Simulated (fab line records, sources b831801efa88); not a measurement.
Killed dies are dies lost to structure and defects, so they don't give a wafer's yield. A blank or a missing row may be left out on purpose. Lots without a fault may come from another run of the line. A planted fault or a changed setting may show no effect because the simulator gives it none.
fab line records | flow sky130
record lots=7 wafers=21 last_day=49
route steps=708 shown FIELD_ISO@1 PAD_OPEN@708
lots that met no fault: from a run of the same line without faults
start_h: hours from the record's first day to the start of the lot's first wafer shown | wait_h: hours since the lot's step before | " the same as in the row above | L1.1+2: a row that stands for several wafers | - no value, or no start given | * or withheld: withheld | < > ~ a bound
route shown NAME@n: a module of which the file shows steps, and the number in the route of the first | usual: mean/standard deviation of fault-free wafers | same: alike in all rows | chamber/n: place in a boat | sites: the reading at each site | _std_site: their standard deviation | _edge_site: outer sites' mean less inner sites' | radius_mm: how far each site lies from the wafer's centre | mask NAME#n: copy n | behind: the tool/chamber that last shaped the wafer | hold: why the lot was held/for how many hours/how that ended | device: the transistor (n, p or np) that didn't switch | end of line: the same wafers' tests at the end of the route | a step without rows: its recipe alone | killed: dies lost to structure and defects at the first sort, not the wafer's yield | map: a wafer's dies, x killed, . not, _ none there
set.NAME: the setting as run; set.NAME@STEP: as run at that earlier step | model.NAME: the simulator's own value behind a step, which no gauge read
lots at some steps of the route; a table a step, a row a wafer
services: from which hour (start_h, from the record's first day; less than 0 if before it) a tool's chamber was out of use, for how many hours, and why
## steps
# step SKY_FIELD_ISO_BOW_MEAS_00
# recipe mode=bow
# usual INCOMING_BOW=0/6.6
# columns lot.wafer tool chamber start_h wait_h INCOMING_BOW[um]
L842.3 film_metro-01 - 15.04 - -1
L842.4 " - " " 10
L842.6 " - " " 4
L844.1 film_metro-01 - 25.00 - -2
L844.3 " - " " -10
L844.6 " - " " -3
L846.1 film_metro-03 - 35.00 - 0
L846.3 " - " " 0
L846.6 " - " " 7
L848.1 film_metro-03 - 45.00 - -9
L848.3 " - " " 0
L848.4 " - " " 1
L855.3 film_metro-01 - 80.04 - 10
L855.4 " - " " -2
L855.6 " - " " -6
L856.1 film_metro-03 - 85.00 - -5
L856.4 " - " " -6
L856.6 " - " " -8
L858.2 film_metro-02 - 95.02 - -1
L858.5 " - " " 3
L858.6 " - " " -13
# step SKY_FIELD_ISO_OXIDATION_01
# recipe temp_c=900 ambient=O2 stabilise_s=600 purge_s=300 target_thk_a=120 ox_time_s=1843
# usual spike_tc_bottom_C=917.9/2.3 zone_power_top_pct=38.8/1.1
# columns lot.wafer tool chamber start_h wait_h spike_tc_bottom_C zone_power_top_pct
L842.3 furnace-02 0 15.44 0.4 917.8 39.6
L842.4 " 0 " " 917.5 39.1
L842.6 " 0 " " 915.5 39.1
L844.1 furnace-02 0 25.12 0.1 916.3 39.5
L844.3 " 0 " " 916.9 39.5
L844.6 " 0 " " 916.1 39.6
L846.1 furnace-01 0 35.12 0.1 920.6 37.9
L846.3 " 0 " " 920.5 37.3
L846.6 " 0 " " 920.0 38.1
L848.1 furnace-01 0 45.29 0.3 920.3 36.9
L848.3 " 0 " " 919.9 37.8
L848.4 " 0 " " 922.9 36.7
L855.3 furnace-02 0 81.14 1.1 917.1 39.3
L855.4 " 0 " " 917.3 39.9
L855.6 " 0 " " 916.6 39.9
L856.1 furnace-02 0 85.51 0.5 914.2 39.1
L856.4 " 0 " " 917.1 39.3
L856.6 " 0 " " 915.2 39.4
L858.2 furnace-02 0 95.12 0.1 915.7 38.7
L858.5 " 0 " " 918.0 39.2
L858.6 " 0 " " 916.1 39.7
# step SKY_FIELD_ISO_THK_MEAS_02
# recipe reads=SiO2_of_FIELD_ISO_OXIDATION_01
# usual FIELD_ISO_OXIDATION_00_THK=12.06/0.21
# columns lot.wafer tool chamber start_h wait_h FIELD_ISO_OXIDATION_00_THK[nm]
L842.3 film_metro-01 - 16.97 0.0 12.14
L842.4 " - " " 12.13
L842.6 " - " " 11.90
L844.1 film_metro-01 - 26.63 0.0 12.07
L844.3 " - " " 12.02
L844.6 " - " " 12.24
L846.1 film_metro-02 - 36.63 0.0 11.99
L846.3 " - " " 11.94
L846.6 " - " " 11.91
L848.1 film_metro-01 - 46.80 0.0 12.01
L848.3 " - " " 11.81
L848.4 " - " " 11.83
L855.3 film_metro-02 - 82.67 0.0 12.43
L855.4 " - " " 12.39
L855.6 " - " " 12.37
L856.1 film_metro-03 - 87.02 0.0 12.07
L856.4 " - " " 12.02
L856.6 " - " " 11.96
L858.2 film_metro-03 - 96.64 0.0 11.90
L858.5 " - " " 11.85
L858.6 " - " " 11.70
# step SKY_FIELD_ISO_CVD_03
# recipe material=Si3N4 precursor=DCS/NH3 target_thk_nm=165 temp_c=770 time_s=2830 pressure_mtorr=250
# step SKY_FIELD_ISO_THK_MEAS_04
# recipe reads=Si3N4_of_FIELD_ISO_CVD_03
# usual FIELD_ISO_CVD_03_THK=164.8/1.6
# columns lot.wafer tool chamber start_h wait_h FIELD_ISO_CVD_03_THK[nm]
L842.3 film_metro-01 - 19.45 0.0 165.5
L842.4 " - " " 165.0
L842.6 " - " " 165.6
L844.1 film_metro-02 - 28.48 0.0 164.8
L844.3 " - " " 164.1
L844.6 " - " " 166.3
L846.1 film_metro-01 - 40.40 0.0 161.8
L846.3 " - " " 160.7
L846.6 " - " " 162.1
L848.1 film_metro-03 - 48.65 0.0 163.5
L848.3 " - " " 163.3
L848.4 " - " " 163.8
L855.3 film_metro-03 - 84.51 0.0 166.3
L855.4 " - " " 165.6
L855.6 " - " " 165.0
L856.1 film_metro-03 - 88.87 0.0 167.5
L856.4 " - " " 166.3
L856.6 " - " " 168.0
L858.2 film_metro-02 - 101.11 0.0 164.4
L858.5 " - " " 165.7
L858.6 " - " " 165.6
# step SKY_FIELD_ISO_DEHYDRATE_05
# recipe temp_c=200 time_s=60
# step SKY_FIELD_ISO_HMDS_06
# recipe prime_time_s=60 prime_temp_c=120
# step SKY_FIELD_ISO_COAT_07
# recipe resist=BARC temp_c=withheld time_s=withheld spin_rpm=3000 resist_thk_nm=60
# step SKY_FIELD_ISO_COAT_08
# recipe resist=KrF-thick spin_rpm=3000 resist_thk_nm=450
# step SKY_FIELD_ISO_SOFTBAKE_09
# recipe temp_c=100 time_s=90 resist=KrF-thick
# step SKY_FIELD_ISO_EXPOSE_10
# recipe mask_id=FOM na=0.68 source_shape=annular sigma_inner=0.4 sigma_outer=0.8 target_cd_nm=150 dose_mj=28
# step SKY_FIELD_ISO_PEB_11
# recipe peb_temp_c=withheld peb_time_s=withheld resist=KrF-thick
# step SKY_FIELD_ISO_DEVELOP_12
# recipe develop_time_s=60 resist=KrF-thick dev_temp_c=21
# step SKY_FIELD_ISO_CD_MEAS_13
# recipe target_cd_nm=150
# usual cd_nm=150.3/1.5
# columns lot.wafer tool chamber start_h wait_h cd_nm
L842.3 cd_sem-01 - 33.70 - 148.5
L842.4 " - " " 149.0
L842.6 " - " " 147.8
L844.1 cd_sem-02 - 43.47 - 149.0
L844.3 " - " " 150.9
L844.6 " - " " 150.2
L846.1 cd_sem-01 - 56.12 - 146.9
L846.3 " - " " 148.4
L846.6 " - " " 147.0
L848.1 cd_sem-02 - 65.05 - 151.0
L848.3 " - " " 149.7
L848.4 " - " " 151.9
L855.3 cd_sem-01 - 101.90 - 151.8
L855.4 " - " " 152.4
L855.6 " - " " 152.3
L856.1 cd_sem-02 - 105.75 - 151.4
L856.4 " - " " 151.8
L856.6 " - " " 152.0
L858.2 cd_sem-02 - 119.28 - 150.2
L858.5 " - " " 149.2
L858.6 " - " " 149.7
# step SKY_FIELD_ISO_ETCH_14
# recipe chemistry=N2/H2 target=BARC ion_energy_ev=200 source_w=500 bias_w=100 pressure_mtorr=30 n2_flow_sccm=100 h2_flow_sccm=200 stop_on=SiO2 time_s=45.9 target_depth_a=600
# usual drypump_motor_current_A=5.7/0.32 oes_product_au=0.855/0.0046 throttle_valve_pct=13.226/0.0097
# columns lot.wafer tool chamber start_h wait_h drypump_motor_current_A oes_product_au rf_hours_counter_h throttle_valve_pct
L842.3 rie_diel-02 0 33.78 0.1 5.1 0.855 47 13.221
L842.4 " 3 " " 5.8 0.851 25 13.239
L842.6 " 1 " " 5.7 0.855 - 13.214
L844.1 rie_diel-04 0 43.59 0.1 5.5 0.864 79 13.223
L844.3 " 2 " " 6.2 0.853 32 13.207
L844.6 " 1 " " 5.8 0.862 - 13.216
L846.1 rie_diel-03 2 56.24 0.1 6.4 0.855 68 13.243
L846.3 " 3 " " 5.4 0.861 5 13.239
L846.6 " 3 " " 5.4 0.849 - 13.217
L848.1 rie_diel-04 2 65.17 0.1 6.2 0.861 32 13.219
L848.3 " 0 " " 5.5 0.851 80 13.232
L848.4 " 1 " " 5.9 0.857 110 13.225
L855.3 rie_diel-04 0 101.98 0.1 5.5 0.849 81 13.211
L855.4 " 3 " " 5.8 0.856 4 13.231
L855.6 " 3 " " 5.8 0.859 - 13.241
L856.1 rie_diel-03 0 105.87 0.1 5.6 0.854 100 13.220
L856.4 " 2 " " 6.4 0.854 - 13.229
L856.6 " 0 " " 5.7 0.850 - 13.231
L858.2 rie_diel-03 3 119.38 0.1 5.4 0.852 6 13.224
L858.5 " 0 " " 5.7 0.855 - 13.224
L858.6 " 3 " " 5.4 0.853 - 13.213
# step SKY_FIELD_ISO_ETCH_15
# recipe chemistry=CHF3/O2 target_depth_nm=180 stop_on=Si source_w=600 bias_w=200 pressure_mtorr=40 chf3_flow_sccm=50 O2_flow_sccm=5 time_s=72
# usual drypump_motor_current_A=5.7/0.32 oes_product_au=0.945/0.0075 throttle_valve_pct=8.845/0.0099
# columns lot.wafer tool chamber start_h wait_h drypump_motor_current_A oes_product_au rf_hours_counter_h throttle_valve_pct
L842.3 rie_diel-02 0 33.82 0.0 5.1 0.946 47 8.838
L842.4 " 3 " " 5.9 0.940 25 8.846
L842.6 " 1 " " 5.6 0.951 - 8.860
L844.1 rie_diel-04 0 43.63 0.0 5.5 0.943 79 8.839
L844.3 " 2 " " 6.2 0.939 32 8.848
L844.6 " 1 " " 5.9 0.944 - 8.869
L846.1 rie_diel-03 2 56.28 0.0 6.3 0.939 68 8.847
L846.3 " 3 " " 5.4 0.934 5 8.838
L846.6 " 3 " " 5.4 0.936 - 8.833
L848.1 rie_diel-04 2 65.22 0.0 6.2 0.941 32 8.848
L848.3 " 0 " " 5.4 0.947 80 8.856
L848.4 " 1 " " 5.8 0.941 110 8.852
L855.3 rie_diel-04 0 102.03 0.0 5.4 0.957 81 8.838
L855.4 " 3 " " 5.9 0.947 4 8.840
L855.6 " 3 " " 5.8 0.945 - 8.837
L856.1 rie_diel-03 0 105.94 0.0 5.7 0.953 100 8.835
L856.4 " 2 " " 6.4 0.961 - 8.842
L856.6 " 0 " " 5.7 0.952 - 8.843
L858.2 rie_diel-03 3 119.43 0.0 5.4 0.949 6 8.842
L858.5 " 0 " " 5.6 0.950 - 8.844
L858.6 " 3 " " 5.3 0.949 - 8.851
# step SKY_FIELD_ISO_STRIP_16
# recipe chemistry=O2/N2 power_w=1400 pressure_mtorr=1500 platen_temp_c=withheld o2_flow_sccm=3000 n2_flow_sccm=300 overash_fraction=0.5
# usual drypump_motor_current_A=5.5/0.3 oes_product_au=0.378/0.0049 strip_time_to_endpoint_s=3.55/0.041
# columns lot.wafer tool chamber start_h wait_h drypump_motor_current_A oes_product_au rf_hours_counter_h strip_time_to_endpoint_s
L842.3 plasma_asher-03 0 33.91 0.1 4.8 0.378 - 3.62
L842.4 " 1 " " 5.8 0.377 - 3.55
L842.6 " 0 " " 4.8 0.384 - 3.57
L844.1 plasma_asher-01 1 43.68 0.0 5.4 0.388 37 3.56
L844.3 " 1 " " 5.3 0.383 - 3.54
L844.6 " 1 " " 5.3 0.382 - 3.54
L846.1 plasma_asher-01 1 56.33 0.0 5.3 0.383 38 3.65
L846.3 " 0 " " 5.3 0.377 - 3.56
L846.6 " 0 " " 5.3 0.380 - 3.54
L848.1 plasma_asher-02 1 65.27 0.0 5.6 0.375 24 3.53
L848.3 " 1 " " 5.6 0.379 - 3.56
L848.4 " 0 " " 5.9 0.386 - 3.51
L855.3 plasma_asher-02 1 102.12 0.1 5.6 0.377 - 3.56
L855.4 " 0 " " 5.9 0.380 - 3.51
L855.6 " 1 " " 5.6 0.380 - 3.53
L856.1 plasma_asher-01 0 106.02 0.1 5.2 0.380 44 3.57
L856.4 " 0 " " 5.2 0.378 - 3.59
L856.6 " 1 " " 5.3 0.374 - 3.55
L858.2 plasma_asher-01 1 119.48 0.0 5.3 0.384 45 3.60
L858.5 " 1 " " 5.4 0.390 - 3.62
L858.6 " 0 " " 5.3 0.382 - 3.57
# step SKY_FIELD_ISO_ETCH_17
# recipe target_depth_a=3420 mask_material=Si3N4 chemistry=HBr/Cl2/O2 target=Si taper_deg=5 icp_w=600 bias_w=150 pressure_mtorr=15 HBr_flow_sccm=150 Cl2_flow_sccm=40 O2_flow_sccm=6 time_s=97.7
# usual drypump_motor_current_A=5.8/0.49 mfc_cl2_sccm=40.00/0.12 oes_product_au=1.005/0.017 throttle_valve_pct=25.653/0.014
# columns lot.wafer tool chamber start_h wait_h drypump_motor_current_A mfc_cl2_sccm oes_product_au rf_hours_counter_h throttle_valve_pct
L842.3 rie_si-02 1 33.97 0.0 5.8 40.01 0.981 3 25.671
L842.4 " 3 " " 5.9 39.81 1.004 68 25.642
L842.6 " 3 " " 5.9 40.05 1.006 - 25.645
L844.1 rie_si-02 3 43.78 0.1 5.9 40.01 1.017 68 25.638
L844.3 " 2 " " 5.6 39.91 1.019 112 25.644
L844.6 " 1 " " 5.8 40.15 0.986 - 25.671
L846.1 rie_si-01 1 56.43 0.1 5.1 39.99 1.015 127 25.654
L846.3 " 3 " " 6.5 39.92 1.015 98 25.658
L846.6 " 2 " " 5.3 39.88 1.025 - 25.654
L848.1 rie_si-02 2 65.37 0.1 5.6 39.92 0.998 112 25.643
L848.3 " 1 " " 5.8 40.08 0.980 3 25.663
L848.4 " 3 " " 5.9 40.05 1.013 68 25.636
L855.3 rie_si-02 0 102.18 0.0 5.8 39.92 0.974 1 25.666
L855.4 " 1 " " 5.8 40.01 0.971 3 25.681
L855.6 " 1 " " 5.8 40.04 0.968 - 25.666
L856.1 rie_si-01 2 106.12 0.1 5.3 40.08 1.040 104 25.629
L856.4 " 0 " " 6.6 39.77 0.987 2 25.657
L856.6 " 1 " " 5.2 39.90 1.027 - 25.642
L858.2 rie_si-02 1 119.58 0.1 5.9 40.19 0.978 3 25.667
L858.5 " 3 " " 5.9 39.93 1.006 - 25.649
L858.6 " 2 " " 5.6 40.01 1.006 - 25.648
# step SKY_FIELD_ISO_WET_ETCH_18
# recipe chemistry=H3PO4 target_depth_nm=25 temp_c=160 target=Si3N4 time_s=286
# step SKY_FIELD_ISO_CLEAN_19
# recipe chemistry=SC1/SC2 mix=1:4:20 temp_c=70 time_s=150
# step SKY_FIELD_ISO_CLEAN_20
# recipe chemistry=dHF time_s=20 dilution=100:1
# step SKY_FIELD_ISO_WET_ETCH_21
# recipe chemistry=dHF dilution=100:1 target_depth_nm=20 dry=ipa_marangoni target=SiO2 temp_c=25 time_s=400
# step SKY_FIELD_ISO_OXIDATION_22
# recipe temp_c=950 ambient=O2 stabilise_s=600 purge_s=300 target_thk_a=100 ox_time_s=623
# step SKY_FIELD_ISO_THK_MEAS_23
# recipe reads=SiO2_of_FIELD_ISO_OXIDATION_22
# usual FIELD_ISO_OXIDATION_01_THK=10.08/0.18
# columns lot.wafer tool chamber start_h wait_h FIELD_ISO_OXIDATION_01_THK[nm]
L842.3 film_metro-03 - 35.51 0.0 10.10
L842.4 " - " " 10.06
L842.6 " - " " 9.98
L844.1 film_metro-02 - 45.30 0.0 10.07
L844.3 " - " " 10.22
L844.6 " - " " 10.16
L846.1 film_metro-01 - 57.96 0.0 10.04
L846.3 " - " " 10.21
L846.6 " - " " 10.18
L848.1 film_metro-03 - 66.91 0.0 10.10
L848.3 " - " " 10.24
L848.4 " - " " 10.13
L855.3 film_metro-02 - 105.14 0.1 10.09
L855.4 " - " " 9.94
L855.6 " - " " 9.99
L856.1 film_metro-02 - 109.62 0.0 9.95
L856.4 " - " " 9.91
L856.6 " - " " 9.90
L858.2 film_metro-02 - 124.41 0.0 10.37
L858.5 " - " " 10.27
L858.6 " - " " 10.37
# step SKY_FIELD_ISO_CVD_24
# recipe material=SiO2 target_thk_nm=595 temp_c=650 sigma_open_frac=0.3 time_s=99.2 sih4_flow_sccm=60 pressure_mtorr=6
# step SKY_FIELD_ISO_THK_MEAS_25
# recipe reads=SiO2_of_FIELD_ISO_CVD_24
# usual FIELD_ISO_CVD_24_THK=597/6.2
# columns lot.wafer tool chamber start_h wait_h FIELD_ISO_CVD_24_THK[nm]
L842.3 film_metro-01 - 35.64 0.1 592
L842.4 " - " " 596
L842.6 " - " " 600
L844.1 film_metro-01 - 45.43 0.0 598
L844.3 " - " " 593
L844.6 " - " " 593
L846.1 film_metro-03 - 58.09 0.0 588
L846.3 " - " " 594
L846.6 " - " " 592
L848.1 film_metro-01 - 67.04 0.0 590
L848.3 " - " " 595
L848.4 " - " " 596
L855.3 film_metro-03 - 105.27 0.1 592
L855.4 " - " " 594
L855.6 " - " " 604
L856.1 film_metro-01 - 109.76 0.0 584
L856.4 " - " " 602
L856.6 " - " " 599
L858.2 film_metro-03 - 124.54 0.0 603
L858.5 " - " " 597
L858.6 " - " " 605
# step SKY_FIELD_ISO_ANNEAL_26
# recipe temp_c=1000 time_s=1800 ambient=N2
# step SKY_FIELD_ISO_CMP_27
# recipe stop_on=Si3N4 t_overpolish_s=16 down_force_psi=4 platen_rpm=60 target_thk_nm=457.8 pad_velocity_m_s=0.94248
# usual motor_current_A=12.0/1 overpolish_run_s=16.000/0.0095 time_to_endpoint_s=114/6
# columns lot.wafer tool chamber start_h wait_h motor_current_A overpolish_run_s time_to_endpoint_s
L842.4 cmp-02 0 37.18 0.0 12.6 16.002 111
L842.3 " 2 " " 9.8 16.023 112
L842.6 " 1 " " 12.2 16.005 118
L844.1 cmp-02 2 47.04 0.1 10.6 15.998 108
L844.3 " 0 " " 12.9 16.003 112
L844.6 " 2 " " 10.6 15.985 109
L846.3 cmp-02 1 59.95 0.0 12.6 16.001 122
L846.1 " 3 " " 12.7 16.000 114
L846.6 " 1 " " 12.7 15.998 119
L848.4 cmp-01 3 68.60 0.0 11.8 15.979 111
L848.1 " 0 " " 10.2 16.008 122
L848.3 " 1 " " 12.7 16.008 114
L855.4 cmp-01 2 108.50 0.0 12.1 16.001 119
L855.3 " 1 " " 12.3 15.994 114
L855.6 " 3 " " 11.5 15.998 103
L856.4 cmp-01 3 112.32 0.1 11.4 16.008 100
L856.1 " 1 " " 11.6 16.000 111
L856.6 " 3 " " 11.3 16.009 106
L858.2 cmp-02 0 132.87 0.0 13.0 16.010 112
L858.6 " 0 " " 13.0 15.992 111
L858.5 " 1 " " 12.5 15.993 114
# step SKY_FIELD_ISO_WET_ETCH_28
# recipe chemistry=dHF target_depth_nm=23.7 target=SiO2 dilution=10:1 temp_c=25 time_s=47
# step SKY_FIELD_ISO_WET_ETCH_29
# recipe chemistry=H3PO4 target_depth_nm=160 target=Si3N4 temp_c=160 time_s=1825
# step SKY_FIELD_ISO_WET_ETCH_30
# recipe chemistry=dHF target_depth_nm=25 target=SiO2 dilution=10:1 temp_c=25 time_s=50
# step SKY_PAD_OPEN_PROBE_99
# usual killed_at_M0_to_M3=42/6.3 killed_at_M4_up=3.2/1.9 killed_at_contacts=24/5.8 killed_at_front_end=15/4.3 killed_at_other=0.2/0.62 killed_dies=85/9.3 killed_on_rim=16/3.3 killed_open=46/6.8 killed_short=38/6.1
# same gross_dies=492 killed_at_back_side=0
# columns lot.wafer tool chamber start_h wait_h killed_at_M0_to_M3 killed_at_M4_up killed_at_contacts killed_at_front_end killed_at_other killed_dies killed_on_rim killed_open killed_short
L842.3 prober-01 - 1071.02 0.2 41 8 16 11 0 76 16 44 30
L842.4 prober-01 - 1071.07 0.2 37 6 22 14 0 79 16 45 34
L842.6 prober-01 - 1071.17 0.2 44 6 23 15 1 89 16 55 32
L844.1 prober-01 - 1083.05 0.1 42 5 32 14 0 93 13 50 43
L844.3 prober-01 - 1083.15 0.2 40 2 17 11 0 70 10 44 26
L844.6 prober-01 - 1083.30 0.2 58 1 26 18 2 105 21 57 48
L848.1 prober-01 - 1108.47 0.1 35 3 22 13 0 73 18 42 31
L848.3 prober-01 - 1108.57 0.2 51 1 30 20 1 103 13 51 51
L848.4 prober-01 - 1108.62 0.2 50 2 33 22 0 107 23 63 44
L855.3 prober-02 - 1148.64 0.2 33 4 11 117 1 166 33 33 28
L855.4 prober-02 - 1148.69 0.2 44 1 15 95 0 155 27 34 33
L855.6 prober-02 - 1148.79 0.2 33 1 18 114 0 166 37 37 27
L856.1 prober-01 - 1177.39 0.1 47 2 22 126 0 197 45 51 39
L856.4 prober-01 - 1177.54 0.2 49 1 28 124 0 202 42 47 46
L856.6 prober-01 - 1177.64 0.2 33 4 23 124 0 184 36 39 38
L858.2 prober-01 - 1184.46 0.1 34 4 16 109 0 163 28 34 34
L858.5 prober-01 - 1184.61 0.2 42 2 22 115 0 181 40 46 34
L858.6 prober-01 - 1184.66 0.2 47 3 28 113 0 191 40 49 43
# killed by level:class
L842.3 VIA1:geometric_particle:open=13 CONTACT:geometric_particle:open=9 METAL2:geometric_particle:short=7 VIA2:geometric_particle:open=5 VIA3:geometric_particle:short=5 FIELD_ISO:geometric_particle:short=4 FIELD_ISO:geometric_particle:open=3 LI_CONTACT:geometric_particle:open=3
L842.4 CONTACT:geometric_particle:open=8 VIA2:geometric_particle:open=8 VIA3:geometric_particle:open=8 LI_CONTACT:geometric_particle:open=6 LOCAL_INTERCONNECT:geometric_particle:short=5 VIA1:geometric_particle:open=5 FIELD_ISO:geometric_particle:open=3 FIELD_ISO:geometric_particle:short=3
L842.6 VIA1:geometric_particle:open=14 LI_CONTACT:geometric_particle:open=8 CONTACT:geometric_particle:open=7 VIA2:geometric_particle:open=6 VIA1:geometric_particle:short=5 METAL2:geometric_particle:short=5 FIELD_ISO:geometric_particle:open=4 LI_CONTACT:geometric_particle:short=4
L844.1 CONTACT:geometric_particle:open=16 VIA1:geometric_particle:open=15 METAL1:geometric_particle:short=11 CONTACT:geometric_particle:short=6 LI_CONTACT:geometric_particle:open=5 VIA3:geometric_particle:open=5 METAL4:geometric_particle:short=5 LI_CONTACT:geometric_particle:short=4
L844.3 VIA2:geometric_particle:open=9 CONTACT:geometric_particle:open=8 METAL2:geometric_particle:short=6 VIA1:geometric_particle:open=6 LI_CONTACT:geometric_particle:open=5 FIELD_ISO:geometric_particle:open=4 VIA2:geometric_particle:short=4 VIA1:geometric_particle:short=3
L844.6 VIA1:geometric_particle:open=13 VIA3:geometric_particle:open=9 CONTACT:geometric_particle:open=8 LI_CONTACT:geometric_particle:open=7 FIELD_ISO:geometric_particle:open=6 METAL1:geometric_particle:short=6 VIA2:geometric_particle:open=6 LOCAL_INTERCONNECT:geometric_particle:short=5
L848.1 CONTACT:geometric_particle:open=10 VIA1:geometric_particle:open=9 VIA2:geometric_particle:open=6 LI_CONTACT:geometric_particle:open=5 FIELD_ISO:geometric_particle:open=4 METAL1:geometric_particle:short=4 VIA1:geometric_particle:short=4 VIA3:geometric_particle:open=4
L848.3 CONTACT:geometric_particle:open=10 CONTACT:geometric_particle:short=10 VIA1:geometric_particle:open=8 POLY_GATE:geometric_particle:short=7 LI_CONTACT:geometric_particle:open=7 METAL1:geometric_particle:short=7 VIA1:geometric_particle:short=7 VIA2:geometric_particle:open=6
L848.4 CONTACT:geometric_particle:open=14 LI_CONTACT:geometric_particle:open=11 VIA1:geometric_particle:open=10 POLY_GATE:geometric_particle:open=6 VIA2:geometric_particle:short=6 VIA2:geometric_particle:open=6 VIA3:geometric_particle:short=6 METAL1:geometric_particle:short=5
L855.3 FIELD_ISO:unspecified=104 VIA1:geometric_particle:open=11 LI_CONTACT:geometric_particle:open=5 VIA2:geometric_particle:open=5 POLY_GATE:geometric_particle:short=4 CONTACT:geometric_particle:open=4 VIA3:geometric_particle:short=4 FIELD_ISO:geometric_particle:short=3
L855.4 FIELD_ISO:unspecified=88 METAL2:geometric_particle:short=9 VIA3:geometric_particle:open=9 VIA1:geometric_particle:open=7 LI_CONTACT:geometric_particle:open=6 CONTACT:geometric_particle:open=5 POLY_GATE:geometric_particle:open=4 METAL1:geometric_particle:short=4
L855.6 FIELD_ISO:unspecified=102 LI_CONTACT:geometric_particle:open=8 VIA2:geometric_particle:open=6 METAL3:geometric_particle:short=6 METAL1:geometric_particle:short=5 VIA1:geometric_particle:open=5 POLY_GATE:geometric_particle:open=4 CONTACT:geometric_particle:open=4
L856.1 FIELD_ISO:unspecified=106 VIA1:geometric_particle:open=14 VIA3:geometric_particle:open=9 CONTACT:geometric_particle:open=8 FIELD_ISO:geometric_particle:short=6 POLY_GATE:geometric_particle:open=5 METAL1:geometric_particle:short=5 LI_CONTACT:geometric_particle:open=5
L856.4 FIELD_ISO:unspecified=109 CONTACT:geometric_particle:open=10 METAL1:geometric_particle:short=9 VIA2:geometric_particle:open=8 POLY_GATE:geometric_particle:short=7 VIA3:geometric_particle:open=7 LI_CONTACT:geometric_particle:open=6 LOCAL_INTERCONNECT:geometric_particle:short=6
L856.6 FIELD_ISO:unspecified=105 LI_CONTACT:geometric_particle:open=6 CONTACT:geometric_particle:open=6 METAL1:geometric_particle:short=6 VIA1:geometric_particle:open=6 FIELD_ISO:geometric_particle:short=5 POLY_GATE:geometric_particle:short=5 FIELD_ISO:geometric_particle:open=4
L858.2 FIELD_ISO:unspecified=95 VIA1:geometric_particle:open=10 LI_CONTACT:geometric_particle:open=6 POLY_GATE:geometric_particle:open=5 METAL2:geometric_particle:short=5 VIA3:geometric_particle:short=5 CONTACT:geometric_particle:short=4 VIA1:geometric_particle:short=4
L858.5 FIELD_ISO:unspecified=101 VIA3:geometric_particle:open=9 CONTACT:geometric_particle:open=8 VIA1:geometric_particle:open=8 LI_CONTACT:geometric_particle:open=6 FIELD_ISO:geometric_particle:short=5 METAL1:geometric_particle:short=5 VIA1:geometric_particle:short=4
L858.6 FIELD_ISO:unspecified=99 CONTACT:geometric_particle:open=13 VIA1:geometric_particle:open=9 VIA3:geometric_particle:open=7 FIELD_ISO:geometric_particle:short=5 CONTACT:geometric_particle:short=5 VIA1:geometric_particle:short=5 VIA2:geometric_particle:open=5
# map L855.3 (x killed, . not)
__________.x......x._________
________....xxxxx....x_______
______.......x.......x.x_____
_____.xx.xxx.x.x..x.....x____
____....x....x.xx..xx...x.___
___xx.x.x..xxxx..x..xxx...x__
__x.x.xx..xxx.......x......x_
_.xx.xx..xx...xxx..x....x..x.
_x...x.x......x..xx..........
_....xxx...x..x...x..x.xx.xx.
_...x..xxx......x..x...xxx..x
_...........x....xx..xx..x.x.
_..x.x..x.......xx...xx..x..x
_x.x....xx..x.......x.x...x.x
_...x.x.x.xx.xxx.....x.x.x..x
__x....x.xx.....xx..xxx....._
___.xx.xx.x..x.xxx..x.....x__
____......x...............___
_____x.......x.x.....x...____
______x..xxx....x.x...x._____
________...x.x..x...x._______
__________x..x..xx.x_________
# map L856.4 (x killed, . not)
__________x..xxx...x_________
________.x.x.x.xxx..xx_______
______...xx.......x.xxxx_____
_____...x..x..xx...x..x.x____
____....xx.x..x....x...xx.___
___.x.x.x.xx...x.x.xx....xx__
__...xx.x.xxx.x....xxx.....x_
_.....x....xx...x.xx.x.x....x
_.x.xxxx....x...x.x..xxx.xxx.
_xx........xxx.xxxx.x..x...x.
_...x.xxx.x....xx....x..x...x
_.....x....x.xxx...x.x.xx.x..
_x.x..x..xxx..xx.....x......x
_...xx...xx.x..x.x..x.x.x.x.x
_xxx..x..x....xx..x...x..xxxx
__xxx.......x..x.x...x..xx.x_
___xx.x..xx.x....x.x.x.x...__
____xxxx...xxx...x..xx....___
_____.xx.xx.x..x.xxx....x____
______.x.x.xx..x..x....x_____
________x...xxx..xx..._______
__________..x.xx...._________
## services
# columns tool chamber start_h hours kind
rie_si-01 - -6.68 2.8 pm
plasma_asher-02 - 0.16 28.1 pm
cmp-02 - 11.59 2.5 repair
rie_diel-02 - 15.09 14.6 pm
cmp-01 - 42.66 7.4 pm
rie_diel-04 1 45.42 1.8 repair
rie_diel-04 2 47.35 7.7 repair
plasma_asher-01 - 53.51 2.7 repair
rie_si-01 0 55.93 1.1 repair
rie_diel-04 1 55.99 6.1 repair
cmp-01 - 64.00 4.0 pm
rie_diel-02 0 68.68 4.7 repair
cmp-01 - 69.84 0.6 repair
rie_diel-02 - 70.21 0.3 repair
cmp-02 - 78.94 2.8 repair
plasma_asher-02 - 81.83 6.7 repair
cmp-02 - 90.65 18.4 pm
rie_diel-03 3 93.81 22.9 repair
rie_diel-03 0 96.97 3.1 repair
cmp-01 - 100.48 3.0 repair
rie_diel-04 - 103.95 0.7 repair
rie_diel-03 1 105.47 1.3 repair
rie_diel-03 - 116.00 0.1 repair
cmp-01 - 119.98 0.8 repair
## key
first_sign step=SKY_PAD_OPEN_PROBE_99 reading=killed_at_front_end direction=up sigmas=23 usual=15 struck=115
effect step=SKY_PAD_OPEN_PROBE_99 reading=killed_dies direction=up sigmas=10 usual=85 struck=178
met_at SKY_FIELD_ISO_OXIDATION_01
struck_wafers L855.3,L855.4,L855.6,L856.1,L856.4,L856.6,L858.2,L858.5,L858.6
tester_left_out L855,L856,L858
onset_between 25.12 81.14
also_fits time
fault kind=chamber_particle_source tool=furnace-02 chamber=- onset_h=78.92 steps=SKY_FIELD_ISO_OXIDATION_01 rate_per_visit_cm2=0.51916 end_h=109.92
# tester_left_out: of these lots the tester's yield and bins aren't shown, on N5 and GAA mostly nor the transistor test; their killed dies are dies lost to structure and defects alone, not to doping, threshold or leakage, so they don't give the yield
